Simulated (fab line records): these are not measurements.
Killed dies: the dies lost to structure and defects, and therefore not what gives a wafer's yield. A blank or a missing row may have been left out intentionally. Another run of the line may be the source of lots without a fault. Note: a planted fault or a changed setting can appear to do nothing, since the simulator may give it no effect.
Chamber matching    flow sky130    cmp-02 running SKY_VIA4_CMP_21: 4 sister chambers
The step polishes, stops on SiO2, t overpolish 25 s, target thk 0 nm. 7 wafers are shown with their chamber, then 9 later ones without.

EACH WAFER AND ITS CHAMBER
wafer   chamber  motorCurrentA (A)  timeToEndpointS (s)
L522.4  1        10.6               123
L523.2  1        10.9               116
L523.4  0        11.5               125
L524.5  3        9.6                133
L525.6  3        9.8                135
L526.3  2        11.4               127
L526.5  2        10.6               132

WAFERS WITHOUT THEIR CHAMBER
wafer   motorCurrentA (A)  timeToEndpointS (s)
L538.2  9.8                136
L538.3  10.1               124
L538.4  11.0               129
L539.1  10.8               114
L539.2  10.7               128
L539.4  9.6                131
L540.1  10.8               127
L540.4  9.5                130
L540.6  11.4               123

THE CHAMBER EACH PASSED THROUGH
wafer   from the rows above                in truth
L538.2  3                                  3
L538.3  can't be placed: 1 or 2 or 3 or 0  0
L538.4  can't be placed: 2 or 0            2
L539.1  1                                  1
L539.2  can't be placed: 2 or 1 or 0       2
L539.4  3                                  3
L540.1  can't be placed: 2 or 0 or 1       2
L540.4  3                                  3
L540.6  can't be placed: 0 or 1 or 2       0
Correct placement for 4 of the 9. Cannot be placed on the basis of these rows: 5; the candidates contain the true chamber in 5. 0 placed wrongly.
How it was worked out, from the rows above alone: a wafer's distance from a chamber is the root of the sum, over the readings, of the square of ((its reading less the chamber's mean) divided by the reading's scatter). If the next closest chamber is less than 2 further off than the closest, the wafer can't be placed; otherwise it belongs to the closest. For every chamber, the mean is computed from those of its wafers that are shown. The scatter is the square root of a quotient: the sum, over the shown wafers, of each reading's squared deviation from its chamber's mean, divided by wafers minus chambers.
